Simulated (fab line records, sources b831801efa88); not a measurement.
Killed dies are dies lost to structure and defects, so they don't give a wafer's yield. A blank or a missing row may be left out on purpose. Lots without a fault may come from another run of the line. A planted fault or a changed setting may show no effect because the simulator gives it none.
Which tool did it? | flow sfq_line | 6 lots, 18 wafers sampled, at 3 steps of a route of 325

WHAT THE GAUGES READ, wafer by wafer
SFQ_I3_BOW_MEAS_922.
lot  | measured     | on            | I3_BOW (um)
L437 | day 38 20:32 | film_metro-01 | -5 -5 -6
L443 | day 45 14:04 | film_metro-04 | 4 8 7
L452 | day 47 12:04 | film_metro-04 | 24 18 9
L454 | day 51 15:29 | film_metro-02 | -10 9 -1
L456 | day 52 09:17 | film_metro-01 | 17 13 19
L458 | day 53 00:17 | film_metro-02 | 13 7 1

WHICH TOOL RAN EACH LOT (tool, then ch and the chambers of the sampled wafers, then the start)
lot  | SFQ_TRILAYER_I2_CMP_CMP_064   | SFQ_TRILAYER_I3_CMP_CMP_082
L437 | cmp-01 ch 0,1,3, day 37 01:56 | cmp-02 ch 1,2,3, day 38 18:32
L443 | cmp-02 ch 1,2, day 39 08:32   | cmp-02 ch 0,2,3, day 45 11:04
L452 | cmp-01 ch 0,1,2, day 40 17:48 | cmp-02 ch 1,2, day 47 09:04
L454 | cmp-01 ch 1,2,3, day 41 12:58 | cmp-02 ch 0,3, day 51 12:29
L456 | cmp-02 ch 0,3, day 42 10:54   | cmp-01 ch 1,2,3, day 52 06:47
L458 | cmp-02 ch 1,2, day 43 00:08   | cmp-02 ch 0,2,3, day 52 22:47
- SFQ_TRILAYER_I2_CMP_CMP_064: polishes SiO2.
- SFQ_TRILAYER_I3_CMP_CMP_082: polishes SiO2.

THE ANSWER, worked out from the rows above alone
Rule: what is usual is taken from the lots themselves. Put in order of their means at a reading, lots are off if they are a third of the lots or fewer, leave a main group of 4 or more, and stand apart from it by a gap of 3 or more times the standard deviation of the main group's means; of several such gaps the widest counts. A main group whose means are all the same, to the digits that the tables above print for the reading, isn't used. A lot without any number at a reading at which 4 lots or more have one is off too. The other lots that the step has rows for count as sound.
No lot is off at any reading shown: from this, nothing can be told.

WHAT THE SIMULATOR HAD PUT IN
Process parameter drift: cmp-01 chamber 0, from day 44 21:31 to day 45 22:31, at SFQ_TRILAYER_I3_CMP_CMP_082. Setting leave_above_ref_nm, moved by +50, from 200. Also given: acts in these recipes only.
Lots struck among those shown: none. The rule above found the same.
